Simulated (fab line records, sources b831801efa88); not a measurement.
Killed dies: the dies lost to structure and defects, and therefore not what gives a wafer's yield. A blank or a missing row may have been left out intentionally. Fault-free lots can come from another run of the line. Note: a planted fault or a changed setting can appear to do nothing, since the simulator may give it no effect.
fab line records	flow sky130
[record] lots = 13	wafers = 39	last_day = 50
route steps=708 shown VT_ADJUST_PCH@152 GATE_OXIDE@189 RES_PROTECT@206 LDD_P@266 PAD_OPEN@708
lots untouched by any fault: they come from a run of this same line in which no faults occurred
start_h: hours from the record's first day to the start of the lot's first wafer shown	wait_h: hours since the lot's step before	" the same as in the row above	L1.1+2: a row that stands for several wafers	- no value, or no start given	* or withheld: withheld	< > ~ a bound
route shown NAME@n: a module of which the file shows steps, and the number in the route of the first	usual: mean/standard deviation of fault-free wafers	same: alike in all rows	chamber/n: place in a boat	sites: readings site by site	_std_site: standard deviation across them	_edge_site: inner sites' mean taken away from outer sites' mean	radius_mm: for every site, how far away it sits from the centre of the wafer	mask NAME#n: copy n	behind: the last tool/chamber to shape the wafer	hold: why the lot was held/for how many hours/how that ended	device: names the non-switching transistor (n, p or np)	end of line: the route-end tests of the same wafers	for a step that has no rows: nothing shown but its recipe	killed: dies lost to structure and defects at the first sort, not the wafer's yield	map: the dies of a wafer, with x for killed, . for not killed, _ for no die there
set.NAME: the run value of the setting; set.NAME@STEP: its run value at that earlier step	model.NAME: the simulator's own value behind a step, which no gauge read
one table for each step of the route and one row for each wafer, over a sample of lots
services: when a tool's chamber went out of use (start_h, in hours from the record's first day, below 0 if earlier), for how many hours, and the reason
[[steps]]
[step SKY_VT_ADJUST_PCH_STRIP_09]
[recipe] chemistry = O2/N2	power_w = 1400	pressure_mtorr = 1500	platen_temp_c = withheld	o2_flow_sccm = 3000	n2_flow_sccm = 300	overash_fraction = 0.5
[usual] drypump_motor_current_A = 6.0/0.38	oes_product_au = 0.722/0.0043	strip_time_to_endpoint_s = 36.91/0.12
lot.wafer	tool	chamber	start_h	wait_h	drypump_motor_current_A	oes_product_au	rf_hours_counter_h	strip_time_to_endpoint_s
L734.2	plasma_asher-01	1	220.57	0.1	5.6	0.716	54	36.79
L734.3	"	1	"	"	5.6	0.720	-	36.98
L734.6	"	1	"	"	5.7	0.717	-	36.86
L735.4	plasma_asher-01	1	235.15	0.1	5.6	0.722	-	36.95
L735.5	"	0	"	"	6.3	0.724	-	36.95
L735.6	"	1	"	"	5.6	0.723	-	36.92
L736.1	plasma_asher-01	0	239.41	0.1	6.3	0.725	56	36.86
L736.2	"	1	"	"	5.6	0.728	56	36.86
L736.5	"	0	"	"	6.3	0.716	-	36.86
L740.1	plasma_asher-04	1	270.77	0.1	5.6	0.719	15	36.90
L740.4	"	0	"	"	5.1	0.726	-	36.95
L740.5	"	1	"	"	5.6	0.727	-	36.76
L741.3	plasma_asher-02	1	275.00	0.1	6.2	0.718	-	36.89
L741.5	"	0	"	"	6.1	0.719	-	36.82
L741.6	"	1	"	"	6.2	0.725	-	36.95
L742.3	plasma_asher-02	0	283.60	0.1	6.1	0.724	-	36.94
L742.5	"	1	"	"	6.2	0.725	-	36.78
L742.6	"	0	"	"	6.1	0.721	-	36.82
L744.1	plasma_asher-04	0	303.11	0.1	5.0	0.718	18	36.90
L744.3	"	1	"	"	5.6	0.720	-	37.02
L744.5	"	1	"	"	5.6	0.722	-	36.97
L748.2	plasma_asher-01	0	327.47	0.1	6.3	0.719	64	36.98
L748.3	"	1	"	"	5.6	0.715	-	37.10
L748.6	"	1	"	"	5.6	0.726	-	37.04
L749.2	plasma_asher-02	0	346.90	0.1	6.1	0.729	52	36.75
L749.5	"	0	"	"	6.0	0.725	-	36.84
L749.6	"	1	"	"	6.3	0.721	-	36.70
L752.2	plasma_asher-01	1	366.72	0.1	5.6	0.717	68	36.92
L752.4	"	1	"	"	5.6	0.723	-	36.92
L752.5	"	0	"	"	6.3	0.731	-	36.93
L753.2	plasma_asher-04	0	370.31	0.1	5.1	0.723	25	36.84
L753.3	"	1	"	"	5.6	0.722	-	36.94
L753.6	"	1	"	"	5.6	0.725	-	36.97
L755.1	plasma_asher-04	0	387.86	0.1	5.0	0.725	26	36.79
L755.5	"	0	"	"	5.0	0.722	-	36.81
L755.6	"	1	"	"	5.6	0.719	-	36.81
L757.1	plasma_asher-01	0	420.92	0.1	6.2	0.720	73	37.12
L757.4	"	1	"	"	5.6	0.727	-	37.12
L757.5	"	0	"	"	6.3	0.722	-	37.05
[step SKY_GATE_OXIDE_THK_MEAS_02]
[recipe] reads = SiO2_of_GATE_OXIDE_OXIDATION_01
[usual] GATE_OXIDE_OXIDATION_00_THK = 10.25/0.16
lot.wafer	tool	chamber	start_h	wait_h	GATE_OXIDE_OXIDATION_00_THK[nm]
L734.2	film_metro-03	-	275.54	0.0	10.49
L734.3	"	-	"	"	10.31
L734.6	"	-	"	"	10.34
L735.4	film_metro-04	-	289.79	0.0	10.27
L735.5	"	-	"	"	10.10
L735.6	"	-	"	"	9.96
L736.1	film_metro-04	-	295.77	0.0	10.28
L736.2	"	-	"	"	10.25
L736.5	"	-	"	"	10.23
L740.1	film_metro-04	-	337.20	0.0	10.38
L740.4	"	-	"	"	10.56
L740.5	"	-	"	"	10.47
L741.3	film_metro-01	-	338.06	0.0	10.25
L741.5	"	-	"	"	10.35
L741.6	"	-	"	"	10.25
L742.3	film_metro-04	-	346.74	0.0	10.09
L742.5	"	-	"	"	10.07
L742.6	"	-	"	"	10.06
L744.1	film_metro-01	-	366.26	0.0	10.26
L744.3	"	-	"	"	10.18
L744.5	"	-	"	"	10.22
L748.2	film_metro-04	-	390.57	0.0	10.20
L748.3	"	-	"	"	10.30
L748.6	"	-	"	"	10.23
L749.2	film_metro-03	-	414.09	0.0	10.20
L749.5	"	-	"	"	10.04
L749.6	"	-	"	"	10.11
L752.2	film_metro-01	-	437.60	0.0	10.20
L752.4	"	-	"	"	10.31
L752.5	"	-	"	"	10.29
L753.2	film_metro-04	-	438.59	0.0	10.56
L753.3	"	-	"	"	10.61
L753.6	"	-	"	"	10.53
L755.1	film_metro-04	-	456.82	0.0	10.16
L755.5	"	-	"	"	10.41
L755.6	"	-	"	"	10.38
L757.1	film_metro-01	-	488.94	0.0	10.26
L757.4	"	-	"	"	10.15
L757.5	"	-	"	"	10.22
[step SKY_RES_PROTECT_DEHYDRATE_00]
[recipe] temp_c = 200	time_s = 60
[usual] exhaust_pa = 44.8/0.81	heater_power_total_W = 160.38/0.13	plate_temp_C = 199.97/0.16
lot.wafer	tool	chamber	start_h	wait_h	exhaust_pa	heater_power_total_W	plate_temp_C
L734.2	litho_track-03	0	315.56	10.9	44.8	160.48	199.91
L734.3	"	0	"	"	44.7	160.19	199.93
L734.6	"	0	"	"	44.3	160.53	199.98
L735.4	litho_track-03	0	331.46	13.0	44.4	160.17	199.81
L735.5	"	0	"	"	45.0	160.53	199.91
L735.6	"	0	"	"	45.4	160.23	199.75
L736.1	litho_track-03	0	338.03	13.3	44.4	160.24	200.18
L736.2	"	0	"	"	44.2	160.51	199.72
L736.5	"	0	"	"	44.6	160.37	199.77
L740.1	litho_track-04	0	383.37	13.6	45.5	160.19	199.73
L740.4	"	0	"	"	44.5	160.24	199.86
L740.5	"	0	"	"	44.1	160.45	200.16
L741.3	litho_track-01	0	383.53	13.8	44.7	160.39	200.07
L741.5	"	0	"	"	44.7	160.40	200.04
L741.6	"	0	"	"	44.7	160.44	200.08
L742.3	litho_track-01	0	392.33	13.9	45.7	160.33	200.08
L742.5	"	0	"	"	45.8	160.52	200.12
L742.6	"	0	"	"	44.9	160.35	200.24
L744.1	litho_track-03	0	413.88	14.0	44.7	160.30	199.85
L744.3	"	0	"	"	43.8	160.60	200.02
L744.5	"	0	"	"	45.2	160.58	200.05
L748.2	litho_track-01	0	439.05	14.9	45.7	160.44	200.10
L748.3	"	0	"	"	46.7	160.17	199.86
L748.6	"	0	"	"	46.5	160.36	199.76
L749.2	litho_track-04	0	463.04	15.0	45.0	160.45	200.02
L749.5	"	0	"	"	44.7	160.52	200.14
L749.6	"	0	"	"	42.5	160.31	200.12
L752.2	litho_track-03	0	486.76	15.1	45.1	167.60	207.23
L752.4	"	0	"	"	45.6	167.48	207.26
L752.5	"	0	"	"	44.5	167.57	207.28
L753.2	litho_track-03	0	488.61	15.0	46.2	167.53	207.21
L753.3	"	0	"	"	45.4	167.84	207.29
L753.6	"	0	"	"	43.9	167.76	207.41
L755.1	litho_track-04	0	504.17	14.5	44.7	160.29	199.49
L755.5	"	0	"	"	44.9	160.51	199.60
L755.6	"	0	"	"	45.0	160.60	199.72
L757.1	litho_track-01	0	538.43	14.4	44.9	160.33	199.78
L757.4	"	0	"	"	43.9	160.52	199.82
L757.5	"	0	"	"	43.8	160.52	199.87
[step SKY_LDD_P_TW_MEAS_11]
[usual] LDD_P_TW = 643/7
lot.wafer	tool	chamber	start_h	wait_h	LDD_P_TW
L734.2	film_metro-03	-	421.43	0.1	649
L734.3	"	-	"	"	647
L734.6	"	-	"	"	644
L735.4	film_metro-04	-	442.17	0.1	637
L735.5	"	-	"	"	636
L735.6	"	-	"	"	638
L736.1	film_metro-01	-	445.54	0.1	637
L736.2	"	-	"	"	641
L736.5	"	-	"	"	641
L740.1	film_metro-04	-	496.22	0.1	635
L740.4	"	-	"	"	634
L740.5	"	-	"	"	632
L741.3	film_metro-01	-	496.54	0.1	639
L741.5	"	-	"	"	640
L741.6	"	-	"	"	644
L742.3	film_metro-01	-	505.70	0.1	639
L742.5	"	-	"	"	637
L742.6	"	-	"	"	639
L744.1	film_metro-03	-	528.22	0.1	648
L744.3	"	-	"	"	647
L744.5	"	-	"	"	648
L748.2	film_metro-04	-	553.75	0.1	639
L748.3	"	-	"	"	636
L748.6	"	-	"	"	634
L749.2	film_metro-01	-	576.94	0.1	638
L749.5	"	-	"	"	633
L749.6	"	-	"	"	636
L752.2	film_metro-03	-	597.94	0.1	648
L752.4	"	-	"	"	651
L752.5	"	-	"	"	651
L753.2	film_metro-03	-	599.05	0.1	647
L753.3	"	-	"	"	649
L753.6	"	-	"	"	645
L755.1	film_metro-04	-	615.39	0.1	639
L755.5	"	-	"	"	637
L755.6	"	-	"	"	637
L757.1	film_metro-03	-	646.32	0.1	659
L757.4	"	-	"	"	656
L757.5	"	-	"	"	654
[step SKY_PAD_OPEN_PROBE_99]
[usual] killed_at_M0_to_M3 = 45/6.9	killed_at_M4_up = 3.2/1.8	killed_at_contacts = 25/5.3	killed_at_front_end = 16/4.3	killed_at_other = 0.2/0.52	killed_dies = 88/8.7	killed_open = 48/6.5	killed_short = 40/6
[same] gross_dies = 492	killed_at_back_side = 0
lot.wafer	tool	chamber	start_h	wait_h	killed_at_M0_to_M3	killed_at_M4_up	killed_at_contacts	killed_at_front_end	killed_at_other	killed_dies	killed_open	killed_short
L736.1	prober-01	-	1083.83	0.1	57	3	25	20	1	106	51	54
L736.2	prober-01	-	1083.88	0.1	52	1	15	14	0	82	42	39
L736.5	prober-01	-	1084.03	0.2	40	3	15	13	0	71	35	34
L749.2	prober-02	-	1173.19	0.1	45	3	21	16	0	85	45	40
L749.5	prober-02	-	1173.34	0.2	42	3	17	13	0	75	40	34
L749.6	prober-02	-	1173.39	0.2	38	6	29	22	0	95	56	39
// killed by level:class
L736.1 VIA1:geometric_particle:open=14 CONTACT:geometric_particle:open=10 POLY_GATE:geometric_particle:short=8 VIA1:geometric_particle:short=7 METAL3:geometric_particle:short=7 VIA2:geometric_particle:open=6 LI_CONTACT:geometric_particle:open=6 METAL1:geometric_particle:short=6
L736.2 VIA1:geometric_particle:open=15 VIA2:geometric_particle:open=8 VIA3:geometric_particle:short=7 POLY_GATE:geometric_particle:short=5 LOCAL_INTERCONNECT:geometric_particle:short=5 VIA1:geometric_particle:short=5 VIA2:geometric_particle:short=5 LI_CONTACT:geometric_particle:open=4
L736.5 VIA1:geometric_particle:open=10 METAL2:geometric_particle:short=8 VIA1:geometric_particle:short=6 CONTACT:geometric_particle:open=6 LI_CONTACT:geometric_particle:open=5 VIA2:geometric_particle:open=4 METAL1:geometric_particle:short=3 METAL4:geometric_particle:short=3
L749.2 CONTACT:geometric_particle:open=11 METAL2:geometric_particle:short=9 VIA2:geometric_particle:open=9 VIA1:geometric_particle:open=7 METAL1:geometric_particle:short=5 VIA1:geometric_particle:short=5 FIELD_ISO:geometric_particle:open=4 POLY_GATE:geometric_particle:short=4
L749.5 CONTACT:geometric_particle:open=10 METAL1:geometric_particle:short=7 VIA1:geometric_particle:open=7 VIA2:geometric_particle:short=6 VIA2:geometric_particle:open=6 LI_CONTACT:geometric_particle:open=5 METAL3:geometric_particle:short=4 FIELD_ISO:geometric_particle:short=3
L749.6 CONTACT:geometric_particle:open=11 CONTACT:geometric_particle:short=8 VIA1:geometric_particle:open=8 FIELD_ISO:geometric_particle:open=6 POLY_GATE:geometric_particle:open=6 VIA3:geometric_particle:open=5 VIA2:geometric_particle:open=5 METAL4:geometric_particle:short=5
[[services]]
tool	chamber	start_h	hours	kind
plasma_asher-02	-	241.67	2.8	pm
plasma_asher-04	-	259.26	4.3	repair
litho_track-03	-	268.64	-	consumable_replace:filter
plasma_asher-02	-	276.93	1.6	repair
plasma_asher-02	-	283.88	7.5	repair
plasma_asher-04	-	348.37	1.6	repair
plasma_asher-01	-	421.25	9.0	pm
plasma_asher-01	0	421.25	9.0	vent_cycle
plasma_asher-01	1	421.25	9.0	vent_cycle
plasma_asher-02	-	425.63	6.0	repair
plasma_asher-01	0	430.25	-	clean
plasma_asher-01	1	430.25	-	clean
litho_track-04	-	439.55	-	consumable_replace:filter
[[key]]
[first_sign] step = SKY_RES_PROTECT_DEHYDRATE_00	reading = heater_power_total_W	direction = up	sigmas = 55	usual = *	struck = *
[effect] step = SKY_RES_PROTECT_DEHYDRATE_00	reading = plate_temp_C	direction = up	sigmas = 47	usual = *	struck = *
met_at SKY_RES_PROTECT_DEHYDRATE_00
struck_lots L752,L753
tester_left_out L752,L753
not_acting_at SKY_VT_ADJUST_PCH_STRIP_09,SKY_GATE_OXIDE_THK_MEAS_02,SKY_LDD_P_TW_MEAS_11
onset_between 413.88 486.76
[fault] kind = process_parameter_drift	tool = litho_track-03	chamber = -	onset_h = 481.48	steps = SKY_RES_PROTECT_DEHYDRATE_00	channel = temp_c	offset = *	shape = step	end_h = 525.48	acts_in = *	stated = *
// tester_left_out: of these lots the tester's yield and bins aren't shown, on N5 and GAA mostly nor the transistor test; their killed dies are dies lost to structure and defects alone, not to doping, threshold or leakage, so they don't give the yield
